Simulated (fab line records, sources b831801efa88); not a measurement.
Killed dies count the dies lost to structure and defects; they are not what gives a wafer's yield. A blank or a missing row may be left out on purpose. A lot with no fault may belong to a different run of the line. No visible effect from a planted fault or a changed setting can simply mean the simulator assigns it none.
Split-lot trial    flow gf180mcu    23 wafers read from 5 lots, route of 602 steps

## THE SPLIT
At GF_VT_IMPLANT_IMPLANT_08, the setting energy-kev was moved away from the recipe's 20 on 5 of the 23 wafers read, by -6.3% to -3.3%. All remaining wafers had this setting at the recipe value.

## FROM SPLIT TO READING: 1 step shown by the file between the two
- GF_VT_IMPLANT_STRIP_09: strips in O2/N2

## THE READING
VT_IMPLANT_TW, at GF_VT_IMPLANT_TW_MEAS_10. On this fab line, fault-free wafers typically give 566 with a standard deviation of 3.9.

wafer   tool, chamber at the split  energy-kev as run  against the recipe  VT_IMPLANT_TW  against lot-mates on the recipe
L074.1  implanter-01, 0             20                 recipe              568            -
L074.2  implanter-01, 0             20                 recipe              566            -
L074.3  implanter-01, 0             20                 recipe              571            -
L074.4  implanter-01, 0             20                 recipe              570            -
L074.5  implanter-01, 0             20                 recipe              566            -
L078.1  implanter-02, 0             18.74              -6.3%               558            -7
L078.3  implanter-02, 0             20                 recipe              567            -
L078.4  implanter-02, 0             18.74              -6.3%               557            -8
L078.5  implanter-02, 0             20                 recipe              565            -
L078.6  implanter-02, 0             20                 recipe              564            -
L082.1  implanter-01, 0             19.34              -3.3%               559            -6
L082.3  implanter-01, 0             19.34              -3.3%               560            -5
L082.4  implanter-01, 0             19.34              -3.3%               558            -7
L082.5  implanter-01, 0             20                 recipe              565            -
L082.6  implanter-01, 0             20                 recipe              565            -
L084.1  implanter-03, 0             20                 recipe              567            -
L084.3  implanter-03, 0             20                 recipe              569            -
L084.4  implanter-03, 0             20                 recipe              567            -
L084.5  implanter-03, 0             20                 recipe              568            -
L084.6  implanter-03, 0             20                 recipe              570            -
L085.3  implanter-03, 0             20                 recipe              566            -
L085.5  implanter-03, 0             20                 recipe              566            -
L085.6  implanter-03, 0             20                 recipe              566            -

THE FIT
A straight line over all 23 wafers: VT_IMPLANT_TW changes by +1.74 for each +1% of energy-kev; r = +0.87; the points scatter about the line by 2.
The same after taking each lot's own level away (the mean of its wafers on the recipe; 23 wafers): +1.39 for each +1%; r = +0.90; scatter 1.4.
On that fit, the largest move of energy-kev shifts the reading by 8.8.
Across the lots, their own levels run from 565.0 to 568.2, a range of 0.8 times the standard deviation given above.
Thus the slope moves with the lot-to-lot level: the two fits are different.
Check: -9.71 against its lot-mates is what the line predicts for one of the wafers moved furthest among these (-6.3%) when that wafer is left out of the fit. Against them it came out at -7.33.

## ADDITIONAL SPLITS CARRIED BY THESE WAFERS
Other splits were also applied to these wafers ahead of the reading. Each is held against what the fit with the lots' levels taken away leaves over:
other split on the same wafers  wafers away from the commonest value  r with VT_IMPLANT_TW (lot level and that fit taken away)
GF_STI_OXIDATION_01 temp-c      15                                    +0.06
GF_STI_COAT_07 resist-thk-nm    6                                     -0.14
GF_STI_ETCH_13 time-s           5                                     +0.09
GF_STI_CVD_23 sih4-flow-sccm    9                                     +0.03
GF_STI_OXIDATION_29 ox-time-s   10                                    +0.22
GF_NWELL_COAT_02 spin-rpm       8                                     -0.20
GF_NWELL_SOFTBAKE_03 temp-c     10                                    -0.01
GF_LVPWELL_IMPLANT_08 dose-cm2  8                                     +0.27
GF_VT_IMPLANT_COAT_02 spin-rpm  5                                     +0.23

## THE WHOLE CHAIN: every reading that the file lists as answering this split, in the file's order
step                      what it does  reading                                                          change (the file's fit)                 r (the file's)
GF_VT_IMPLANT_IMPLANT_08                implant.rp-nm (the simulator's own value, which no gauge read)   +0.137 nm for each +1% of the setting   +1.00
GF_VT_IMPLANT_IMPLANT_08                implant.drp-nm (the simulator's own value, which no gauge read)  +0.0691 nm for each +1% of the setting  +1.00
GF_VT_IMPLANT_TW_MEAS_10                VT_IMPLANT_TW                                                    +1.39 for each +1% of the setting       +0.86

## THE FILE'S OWN FIT
VT_IMPLANT_TW changes by +1.39 for each +1% of energy-kev, r = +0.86.
